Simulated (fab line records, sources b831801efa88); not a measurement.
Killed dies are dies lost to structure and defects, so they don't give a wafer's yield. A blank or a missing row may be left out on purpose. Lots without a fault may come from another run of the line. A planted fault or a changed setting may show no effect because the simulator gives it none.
Which tool did it? | flow gf180mcu | 14 lots, 42 wafers sampled, at 5 steps of a route of 602

WHAT THE GAUGES READ, wafer by wafer
GF_VT_IMPLANT_OVL_MEAS_18. Usual: VT_IMPLANT_01_OVL -0.5 nm, standard deviation 1.5.
lot  | measured     | on         | VT_IMPLANT_01_OVL (nm) | flag
L847 | day 7 01:32  | overlay-02 | 1.2 0.5 0.6            |
L850 | day 7 17:39  | overlay-02 | -1.8 -1.1 -0.8         |
L851 | day 8 03:20  | overlay-01 | -0.2 -1.9 -1.2         |
L853 | day 8 16:23  | overlay-01 | -0.2 -0.7 -2.3         |
L854 | day 8 21:32  | overlay-02 | -1.1 -0.7 -0.6         |
L856 | day 9 09:23  | overlay-02 | -3.3 -3.8 -2.9         |
L857 | day 9 15:38  | overlay-02 | -1.7 -1.0 -1.3         |
L858 | day 9 23:58  | overlay-02 | -0.4 -2.0 -1.6         |
L859 | day 10 03:53 | overlay-01 | -0.7 -1.4 -0.9         |
L861 | day 10 17:17 | overlay-01 | 0.7 0.5 -0.2           |
L863 | day 11 08:02 | overlay-01 | 0.1 0.9 1.2            |
L864 | day 11 15:19 | overlay-01 | 1.0 -1.0 1.2           |
L866 | day 12 01:26 | overlay-01 | 0.9 0.4 0.8            |
L867 | day 12 13:22 | overlay-01 | -2.0 -2.8 -1.6         |

GF_HV_LDD_CD_MEAS_19: target cd 400 nm. Usual: cd_nm 400.8 nm, standard deviation 2.3.
lot  | measured     | on        | cd_nm (nm)        | flag
L847 | day 11 18:34 | cd_sem-02 | 398.6 400.3 398.1 |
L850 | day 12 12:49 | cd_sem-01 | 401.4 403.6 401.3 |
L851 | day 13 03:44 | cd_sem-01 | 401.0 394.4 397.0 |
L853 | day 13 14:55 | cd_sem-01 | 398.5 398.8 396.9 |
L854 | day 13 23:14 | cd_sem-01 | 401.4 400.4 400.7 |
L856 | day 14 12:47 | cd_sem-02 | 400.2 402.6 401.9 |
L857 | day 14 20:59 | cd_sem-02 | 401.3 401.3 400.0 |
L858 | day 15 06:56 | cd_sem-02 | 397.0 394.9 397.5 |
L859 | day 15 10:54 | cd_sem-02 | 399.7 401.2 399.6 |
L861 | day 16 01:15 | cd_sem-01 | 400.3 400.3 400.4 |
L863 | day 16 18:44 | cd_sem-02 | 399.8 399.4 402.5 |
L864 | day 17 04:26 | cd_sem-02 | 400.9 400.0 399.5 |
L866 | day 17 14:22 | cd_sem-02 | 401.0 402.5 401.2 |
L867 | day 18 06:55 | cd_sem-01 | 406.0 403.8 403.2 |

GF_HV_LDD_TW_MEAS_23. Usual: HV_LDD_2_TW 1059, standard deviation 7.
lot  | measured     | on            | HV_LDD_2_TW    | flag
L847 | day 11 18:58 | film_metro-01 | 1052 1051 1045 |
L850 | day 12 13:13 | film_metro-04 | 1593 1595 1599 | OFF
L851 | day 13 04:08 | film_metro-04 | 1057 1058 1055 |
L853 | day 13 15:19 | film_metro-01 | 1586 1591 1591 | OFF
L854 | day 13 23:38 | film_metro-04 | 1062 1063 1064 |
L856 | day 14 13:11 | film_metro-04 | 1062 1066 1063 |
L857 | day 14 21:22 | film_metro-02 | 1070 1062 1066 |
L858 | day 15 07:29 | film_metro-01 | 1052 1051 1058 |
L859 | day 15 11:17 | film_metro-02 | 1073 1069 1073 |
L861 | day 16 01:38 | film_metro-01 | 1051 1057 1056 |
L863 | day 16 19:08 | film_metro-01 | 1053 1054 1054 |
L864 | day 17 04:50 | film_metro-04 | 1067 1066 1065 |
L866 | day 17 14:46 | film_metro-04 | 1056 1062 1060 |
L867 | day 18 07:19 | film_metro-04 | 1068 1058 1065 |

GF_HV_LDD_TW_MEAS_50. Usual: HV_LDD_4_TW 571.3, standard deviation 2.9.
lot  | measured     | on            | HV_LDD_4_TW       | flag
L847 | day 13 10:24 | film_metro-02 | 575.7 572.6 574.3 |
L850 | day 14 06:30 | film_metro-04 | 569.7 577.9 571.8 |
L851 | day 14 21:35 | film_metro-02 | 575.2 576.6 573.1 |
L853 | day 15 10:39 | film_metro-01 | 564.6 566.2 566.1 |
L854 | day 15 18:29 | film_metro-04 | 571.7 572.9 571.6 |
L856 | day 16 09:50 | film_metro-02 | 575.0 576.2 575.2 |
L857 | day 16 16:49 | film_metro-04 | 570.4 569.1 569.8 |
L858 | day 17 04:32 | film_metro-04 | 574.4 573.2 571.1 |
L859 | day 17 09:14 | film_metro-04 | 573.4 572.9 570.5 |
L861 | day 18 00:26 | film_metro-04 | 575.1 571.9 574.1 |
L863 | day 18 18:20 | film_metro-01 | 568.8 569.5 567.6 |
L864 | day 19 04:19 | film_metro-02 | 572.4 573.0 573.8 |
L866 | day 19 15:57 | film_metro-01 | 571.5 568.4 568.8 |
L867 | day 20 08:55 | film_metro-01 | 568.9 567.3 568.8 |

WHICH TOOL RAN EACH LOT (tool, then ch and the chambers of the sampled wafers, then the start)
lot  | GF_HV_LDD_IMPLANT_21
L847 | implanter-04 ch 0, day 11 18:44
L850 | implanter-04 ch 0, day 12 12:59
L851 | implanter-01 ch 0, day 13 03:53
L853 | implanter-04 ch 0, day 13 15:05
L854 | implanter-03 ch 0, day 13 23:23
L856 | implanter-01 ch 0, day 14 12:56
L857 | implanter-01 ch 0, day 14 21:09
L858 | implanter-03 ch 0, day 15 07:14
L859 | implanter-01 ch 0, day 15 11:04
L861 | implanter-03 ch 0, day 16 01:25
L863 | implanter-01 ch 0, day 16 18:53
L864 | implanter-01 ch 0, day 17 04:35
L866 | implanter-04 ch 0, day 17 14:32
L867 | implanter-01 ch 0, day 18 07:04
- GF_HV_LDD_IMPLANT_21

WHAT THE TOOLS THEMSELVES READ (means of the sampled wafers that have a number; where no wafer has one, the mark that the record gives instead)
GF_HV_LDD_IMPLANT_21. Usual: beam_on_s 9.99 s, standard deviation 0.19; dose_ions_cm2 5e+13, standard deviation 5.7e+10; end_station_pressure_torr 5.25e-06 Torr, standard deviation 2.9e-07; faraday_current_uA 282, standard deviation 5.5.
lot  | tool         | beam_on_s (s) | dose_ions_cm2 | end_station_pressure_torr (Torr) | faraday_current_uA | flag
L847 | implanter-04 | 9.97          | 5e+13         | 5.25e-06                         | 283                |
L850 | implanter-04 | 14.67         | 2e+14         | 5.03e-06                         | 719                | OFF
L851 | implanter-01 | 10.10         | 5e+13         | 5.05e-06                         | 278                |
L853 | implanter-04 | 14.73         | 2e+14         | 5.43e-06                         | 715                | OFF
L854 | implanter-03 | 9.72          | 5e+13         | 5.27e-06                         | 289                |
L856 | implanter-01 | 9.98          | 5e+13         | 5.25e-06                         | 283                |
L857 | implanter-01 | 10.17         | 5e+13         | 5.33e-06                         | 278                |
L858 | implanter-03 | 9.96          | 5e+13         | 5.01e-06                         | 283                |
L859 | implanter-01 | 10.08         | 5e+13         | 5.36e-06                         | 280                |
L861 | implanter-03 | 9.85          | 5e+13         | 5.43e-06                         | 286                |
L863 | implanter-01 | 10.09         | 5e+13         | 5.27e-06                         | 279                |
L864 | implanter-01 | 9.97          | 5e+13         | 5.28e-06                         | 282                |
L866 | implanter-04 | 9.90          | 5e+13         | 5.41e-06                         | 285                |
L867 | implanter-01 | 10.04         | 5e+13         | 5.27e-06                         | 282                |

THE ANSWER, worked out from the rows above alone
Rule: a lot is off if the mean of its wafers that have a number lies more than 3 standard deviations from the usual mean. A lot without any number at a reading at which 4 lots or more have one is off too. The other lots that the step has rows for count as sound. The gauges are gone through in route order, then the tools' own readings, and for those a lot's mean is taken as printed above. The first step at which some lot is off is used, and at that step the reading that is off furthest; a lot without a number counts as furthest.
Off: L850, L853, at GF_HV_LDD_TW_MEAS_23 (HV_LDD_2_TW).
A tool fits if, at a process step before that reading, it ran every lot that is off, and no sound lot after the first of them. The gauges at GF_HV_LDD_TW_MEAS_23 aren't tried: what is off there is off at GF_HV_LDD_IMPLANT_21 too, on other tools, and a gauge's error can't cause that. None of those tried fits.

WHAT THE SIMULATOR HAD PUT IN
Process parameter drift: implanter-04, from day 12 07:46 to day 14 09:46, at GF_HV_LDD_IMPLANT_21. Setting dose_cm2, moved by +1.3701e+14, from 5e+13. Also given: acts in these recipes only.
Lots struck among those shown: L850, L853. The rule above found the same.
